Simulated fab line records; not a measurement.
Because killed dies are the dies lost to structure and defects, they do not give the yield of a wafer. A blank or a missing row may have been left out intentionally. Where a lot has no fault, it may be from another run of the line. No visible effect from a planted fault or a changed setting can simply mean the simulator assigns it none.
Which tool is to blame? | flow sky130 | 36 wafers from 12 lots sampled at 4 of the route's 708 steps

## WHAT EACH GAUGE READ, for each wafer
SKY_CAP2M_RS_MEAS_03: measures by four-point-probe.
lot  | measured     | on           | CAP2M_TIN_RS (ohm/sq)
L689 | day 40 01:58 | filmMetro-04 | 7.00 7.02 6.97
L691 | day 40 12:02 | filmMetro-04 | 7.04 6.99 7.00
L692 | day 41 00:33 | filmMetro-04 | 6.91 6.78 6.89
L693 | day 41 03:13 | filmMetro-02 | 6.76 6.79 6.73
L698 | day 42 10:25 | filmMetro-01 | 7.05 6.89 7.07
L699 | day 43 02:40 | filmMetro-01 | 6.92 6.90 6.79
L700 | day 43 04:20 | filmMetro-02 | 6.84 6.98 6.99
L704 | day 44 06:55 | filmMetro-01 | 6.94 6.93 6.91
L705 | day 44 13:38 | filmMetro-02 | 7.00 6.94 6.96
L708 | day 45 09:48 | filmMetro-02 | 7.01 7.03 6.95
L710 | day 45 16:52 | filmMetro-04 | 6.87 6.78 6.79
L711 | day 45 22:47 | filmMetro-02 | 6.79 6.88 6.82

## EACH LOT AND THE TOOL THAT RAN IT (in order: tool; ch and the chambers of the sampled wafers; start)
lot  | SKY_VIA3_SPUTTER_20         | SKY_METAL4_SPUTTER_03       | SKY_CAP2M_SPUTTER_02
L689 | pvdSputter-01, day 40 00:58 | pvdSputter-01, day 40 01:43 | pvdSputter-03, day 40 01:52
L691 | pvdSputter-01, day 40 10:58 | pvdSputter-04, day 40 11:43 | pvdSputter-01, day 40 11:52
L692 | pvdSputter-01, day 40 23:32 | pvdSputter-01, day 41 00:17 | pvdSputter-04, day 41 00:26
L693 | pvdSputter-01, day 41 02:10 | pvdSputter-01, day 41 02:55 | pvdSputter-04, day 41 03:04
L698 | pvdSputter-03, day 42 09:24 | pvdSputter-04, day 42 10:09 | pvdSputter-04, day 42 10:18
L699 | pvdSputter-03, day 43 01:38 | pvdSputter-01, day 43 02:23 | pvdSputter-04, day 43 02:32
L700 | pvdSputter-02, day 43 03:18 | pvdSputter-04, day 43 04:03 | pvdSputter-03, day 43 04:13
L704 | pvdSputter-02, day 44 05:51 | pvdSputter-02, day 44 06:36 | pvdSputter-01, day 44 06:45
L705 | pvdSputter-03, day 44 12:37 | pvdSputter-02, day 44 13:22 | pvdSputter-04, day 44 13:31
L708 | pvdSputter-01, day 45 08:37 | pvdSputter-01, day 45 09:30 | pvdSputter-04, day 45 09:39
L710 | pvdSputter-01, day 45 15:50 | pvdSputter-04, day 45 16:35 | pvdSputter-03, day 45 16:44
L711 | pvdSputter-02, day 45 21:46 | pvdSputter-04, day 45 22:31 | pvdSputter-03, day 45 22:40
- SKY_VIA3_SPUTTER_20: material TiN, target thk 20 nm, time 80 s.
- SKY_METAL4_SPUTTER_03: material Ti, target thk 5 nm, time 3.3 s.
- SKY_CAP2M_SPUTTER_02: material TiN, target thk 200 nm, time 166.7 s.

## AS READ BY THE TOOLS THEMSELVES (means over the sampled wafers that have a number; for cases with no such wafer, the mark the record gives instead)
SKY_VIA3_SPUTTER_20.
lot  | tool          | cathodeDcPowerW (W) | chamberPressurePa (Pa) | throttleValvePct (%)
L689 | pvdSputter-01 | 3999.6              | 5.012                  | 29.5
L691 | pvdSputter-01 | 3999.6              | 5.004                  | 30.0
L692 | pvdSputter-01 | 4000.4              | 4.999                  | 29.5
L693 | pvdSputter-01 | 3999.6              | 5.006                  | 29.6
L698 | pvdSputter-03 | 4000.2              | 4.997                  | 29.3
L699 | pvdSputter-03 | 4001.2              | 5.002                  | 29.4
L700 | pvdSputter-02 | 3999.7              | 5.005                  | 30.6
L704 | pvdSputter-02 | 4000.7              | 5.008                  | 31.0
L705 | pvdSputter-03 | 3999.7              | 5.007                  | 30.1
L708 | pvdSputter-01 | 4000.0              | 5.004                  | 30.0
L710 | pvdSputter-01 | 3999.6              | 4.987                  | 29.9
L711 | pvdSputter-02 | 3999.2              | 4.998                  | 30.9

SKY_METAL4_SPUTTER_03.
lot  | tool          | cathodeDcPowerW (W) | chamberPressurePa (Pa) | throttleValvePct (%)
L689 | pvdSputter-01 | 2999.8              | 0.4001                 | 30.0
L691 | pvdSputter-04 | 3000.7              | 0.3998                 | 29.2
L692 | pvdSputter-01 | 3000.4              | 0.4004                 | 29.9
L693 | pvdSputter-01 | 2999.7              | 0.4007                 | 30.3
L698 | pvdSputter-04 | 2863.7              | 0.3994                 | 29.4
L699 | pvdSputter-01 | 3000.5              | 0.4005                 | 29.6
L700 | pvdSputter-04 | 2863.2              | 0.4004                 | 29.9
L704 | pvdSputter-02 | 2999.8              | 0.3994                 | 31.2
L705 | pvdSputter-02 | 2999.5              | 0.3999                 | 30.9
L708 | pvdSputter-01 | 3000.3              | 0.4000                 | 29.5
L710 | pvdSputter-04 | 3000.2              | 0.3996                 | 29.6
L711 | pvdSputter-04 | 2999.8              | 0.4013                 | 29.4

SKY_CAP2M_SPUTTER_02.
lot  | tool          | cathodeDcPowerW (W) | chamberPressurePa (Pa) | substrateTempC (C) | throttleValvePct (%)
L689 | pvdSputter-03 | 6499.6              | 0.3997                 | 300.21             | 29.3
L691 | pvdSputter-01 | 6500.5              | 0.4006                 | 299.93             | 29.5
L692 | pvdSputter-04 | 6499.2              | 0.4005                 | 300.03             | 29.1
L693 | pvdSputter-04 | 6500.2              | 0.3995                 | 299.93             | 29.5
L698 | pvdSputter-04 | 6501.9              | 0.4007                 | 300.12             | 29.8
L699 | pvdSputter-04 | 6501.2              | 0.3999                 | 299.93             | 29.1
L700 | pvdSputter-03 | 6500.5              | 0.3996                 | 299.89             | 29.5
L704 | pvdSputter-01 | 6500.0              | 0.4011                 | 299.98             | 29.7
L705 | pvdSputter-04 | 6500.8              | 0.4000                 | 299.91             | 28.9
L708 | pvdSputter-04 | 6501.6              | 0.3996                 | 300.04             | 29.2
L710 | pvdSputter-03 | 6499.7              | 0.3995                 | 299.87             | 29.2
L711 | pvdSputter-03 | 6499.9              | 0.4004                 | 300.11             | 29.8

## THE ANSWER, worked out from the rows above alone
Rule: the usual values come from the lots themselves. Put in order of their means at a reading, lots are off if they are a third of the lots or fewer, leave a main group of 4 or more, and stand apart from it by a gap of 3 or more times the standard deviation of the main group's means; of several such gaps the widest counts. A main group whose means are all the same, to the digits that the tables above print for the reading, isn't used. Also off: a lot with no number at a reading for which 4 or more lots have one. Where the step has rows for the other lots, those lots are counted as sound. Order of review: gauges by route order, followed by the tools' own readings, for which a lot's mean as printed above is used. The first step at which some lot is off is used, and at that step the reading that is off furthest; a lot without a number counts as furthest.
Off: L698, L700 (SKY_METAL4_SPUTTER_03, cathodeDcPowerW). The main group: mean 3000.1 W, standard deviation 0.38.
If a tool, at that step or one of the process steps before it, ran each lot that is off and ran no sound lot following the first of them, it fits. Not one of the candidates tried fits.

## WHAT THE SIMULATOR HAD PUT IN
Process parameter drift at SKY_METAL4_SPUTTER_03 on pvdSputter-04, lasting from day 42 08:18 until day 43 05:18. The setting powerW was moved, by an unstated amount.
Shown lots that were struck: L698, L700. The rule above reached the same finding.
